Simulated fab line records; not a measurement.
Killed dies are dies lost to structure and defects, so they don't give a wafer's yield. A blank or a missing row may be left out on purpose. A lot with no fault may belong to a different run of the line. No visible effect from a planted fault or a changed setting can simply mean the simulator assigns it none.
What tool caused it? | flow gf180mcu | 14 lots, 42 wafers sampled, at 5 steps of a route of 602

## WHAT THE GAUGES SHOWED, per wafer
GF_VT_IMPLANT_OVL_MEAS_29.
lot  | measured     | on         | VT_IMPLANT_02_OVL (nm)
L957 | day 6 23:34  | overlay-01 | -1.1 -0.5 -0.9
L958 | day 7 03:46  | overlay-01 | -1.5 -3.1 -2.3
L960 | day 7 16:19  | overlay-02 | -1.3 -1.6 -1.8
L962 | day 8 06:48  | overlay-01 | 0.1 1.1 1.6
L964 | day 8 19:40  | overlay-02 | -0.9 0.4 1.0
L965 | day 9 01:31  | overlay-01 | -1.0 -0.6 -1.1
L967 | day 9 16:17  | overlay-01 | -2.2 -2.3 -0.2
L972 | day 11 03:25 | overlay-02 | -1.0 -0.2 -1.8
L973 | day 11 10:22 | overlay-02 | - - -
L974 | day 12 00:40 | overlay-02 | - - -
L976 | day 12 05:43 | overlay-01 | -1.1 -2.3 -1.4
L978 | day 12 19:24 | overlay-01 | -0.1 -1.5 -3.1
L979 | day 13 02:31 | overlay-02 | 1.7 3.0 0.5
L980 | day 13 09:52 | overlay-02 | -0.5 -0.5 -0.7

GF_CONTACT_BOW_MEAS_05.
lot  | measured     | on            | CONTACT_BOW (um)
L957 | day 15 05:59 | film_metro-01 | 67 65 62
L958 | day 15 19:22 | film_metro-01 | 67 70 66
L960 | day 16 07:28 | film_metro-01 | 66 57 59
L962 | day 16 22:49 | film_metro-03 | 77 62 63
L964 | day 18 01:00 | film_metro-02 | 69 65 69
L965 | day 18 14:03 | film_metro-03 | 64 69 48
L967 | day 19 05:14 | film_metro-01 | 58 63 58
L972 | day 21 03:19 | film_metro-03 | 62 63 62
L976 | day 22 07:58 | film_metro-01 | 66 61 76
L978 | day 22 23:38 | film_metro-03 | 62 65 76
L979 | day 23 11:54 | film_metro-03 | 65 66 66
L980 | day 23 15:22 | film_metro-03 | 66 58 67

## EACH LOT AND THE TOOL THAT RAN IT (in order: tool; ch and the chambers of the sampled wafers; start)
lot  | GF_VT_IMPLANT_COAT_24             | GF_SAB_ETCH_11                     | GF_SALICIDE_SPUTTER_02
L957 | litho_track-01 ch 0, day 6 15:47  | rie_diel-02 ch 0,3, day 15 04:33   | pvd_sputter-03, day 15 04:54
L958 | litho_track-02 ch 0, day 6 19:50  | rie_diel-02 ch 2,3, day 15 17:53   | pvd_sputter-04, day 15 18:14
L960 | litho_track-04 ch 0, day 7 08:33  | rie_diel-02 ch 0,2, day 16 06:02   | pvd_sputter-04, day 16 06:24
L962 | litho_track-02 ch 0, day 7 22:50  | rie_diel-04 ch 1,2, day 16 21:23   | pvd_sputter-02, day 16 21:44
L964 | litho_track-02 ch 0, day 8 11:16  | rie_diel-04 ch 0,2,3, day 17 23:36 | pvd_sputter-04, day 17 23:56
L965 | litho_track-04 ch 0, day 8 17:39  | rie_diel-03 ch 0,3, day 18 12:37   | pvd_sputter-03, day 18 12:59
L967 | litho_track-02 ch 0, day 9 06:55  | rie_diel-04 ch 1,2, day 19 03:45   | pvd_sputter-04, day 19 04:05
L972 | litho_track-02 ch 0, day 10 17:47 | rie_diel-02 ch 1,2, day 21 01:48   | pvd_sputter-04, day 21 02:11
L973 | litho_track-02, day 11 00:50      | -                                  | -
L974 | litho_track-02, day 11 15:10      | -                                  | -
L976 | litho_track-02 ch 0, day 11 20:52 | rie_diel-03 ch 0,2,3, day 22 06:34 | pvd_sputter-04, day 22 06:54
L978 | litho_track-01 ch 0, day 12 08:44 | rie_diel-03 ch 1,2, day 22 22:13   | pvd_sputter-02, day 22 22:33
L979 | litho_track-02 ch 0, day 12 16:43 | rie_diel-02 ch 0,1, day 23 10:28   | pvd_sputter-02, day 23 10:48
L980 | litho_track-01 ch 0, day 12 23:49 | rie_diel-03 ch 0,2, day 23 13:58   | pvd_sputter-03, day 23 14:18
- GF_VT_IMPLANT_COAT_24: resist thk 1000 nm.
- GF_SAB_ETCH_11: etches SiO2 in C4F8/O2/Ar, target depth 55 nm, time 8.5 s.
- GF_SALICIDE_SPUTTER_02: material Co, target thk 10 nm, time 20 s.

## WHAT THE TOOLS THEMSELVES READ (means of the sampled wafers that have a number; where no wafer has one, the mark that the record gives instead)
GF_VT_IMPLANT_COAT_24.
lot  | tool           | chill_plate_temp_C (C) | dispense_pressure_kPa (kPa)
L957 | litho_track-01 | 23.09                  | 48
L958 | litho_track-02 | 23.07                  | 59
L960 | litho_track-04 | 23.00                  | 48
L962 | litho_track-02 | 22.86                  | 59
L964 | litho_track-02 | 23.02                  | 59
L965 | litho_track-04 | 22.98                  | 48
L967 | litho_track-02 | 22.95                  | 59
L972 | litho_track-02 | 23.00                  | 59
L973 | litho_track-02 | -                      | -
L974 | litho_track-02 | -                      | -
L976 | litho_track-02 | 22.93                  | 59
L978 | litho_track-01 | 22.95                  | 48
L979 | litho_track-02 | 22.87                  | 59
L980 | litho_track-01 | 22.88                  | 48

GF_SAB_ETCH_11.
lot  | tool        | oes_product_au (a.u.)
L957 | rie_diel-02 | 1.001
L958 | rie_diel-02 | 0.997
L960 | rie_diel-02 | 0.995
L962 | rie_diel-04 | 0.991
L964 | rie_diel-04 | 1.002
L965 | rie_diel-03 | 0.997
L967 | rie_diel-04 | 0.987
L972 | rie_diel-02 | 1.000
L976 | rie_diel-03 | 0.992
L978 | rie_diel-03 | 0.993
L979 | rie_diel-02 | 0.997
L980 | rie_diel-03 | 0.999

GF_SALICIDE_SPUTTER_02.
lot  | tool           | throttle_valve_pct (%)
L957 | pvd_sputter-03 | 30.0
L958 | pvd_sputter-04 | 29.6
L960 | pvd_sputter-04 | 30.3
L962 | pvd_sputter-02 | 29.7
L964 | pvd_sputter-04 | 30.4
L965 | pvd_sputter-03 | 29.9
L967 | pvd_sputter-04 | 30.6
L972 | pvd_sputter-04 | 30.6
L976 | pvd_sputter-04 | 30.6
L978 | pvd_sputter-02 | 29.8
L979 | pvd_sputter-02 | 30.0
L980 | pvd_sputter-03 | 30.1

## THE ANSWER, worked out from the rows above alone
Rule: the lots themselves supply what counts as usual. The widest of any qualifying gaps counts: lots, ordered by their means at a reading, are off when they make up no more than a third of the lots, leave a main group of 4 or more, and stand apart from it by 3 or more times the standard deviation of that group's means. A main group is skipped when, at the precision printed for the reading in the tables above, its means are all equal. Also off: a lot with no number at a reading for which 4 or more lots have one. Where the step has rows for the other lots, those lots are counted as sound. The gauges are gone through in route order, then the tools' own readings, and for those a lot's mean is taken as printed above. The first step at which some lot is off is used, and at that step the reading that is off furthest; a lot without a number counts as furthest.
Off: at GF_VT_IMPLANT_OVL_MEAS_29 (VT_IMPLANT_02_OVL), L973, L974. Without a number there: L973, L974. Main group: mean -0.8 nm, sd 1.1.
A tool fits if, at a process step before that reading, it ran every lot that is off, and no sound lot after the first of them. Not tried: the gauges at GF_VT_IMPLANT_OVL_MEAS_29; whatever is off there is also off at GF_VT_IMPLANT_COAT_24, on other tools, and gauge error can't account for it. No candidate that was tried fits.

## WHAT THE SIMULATOR HAD INSERTED
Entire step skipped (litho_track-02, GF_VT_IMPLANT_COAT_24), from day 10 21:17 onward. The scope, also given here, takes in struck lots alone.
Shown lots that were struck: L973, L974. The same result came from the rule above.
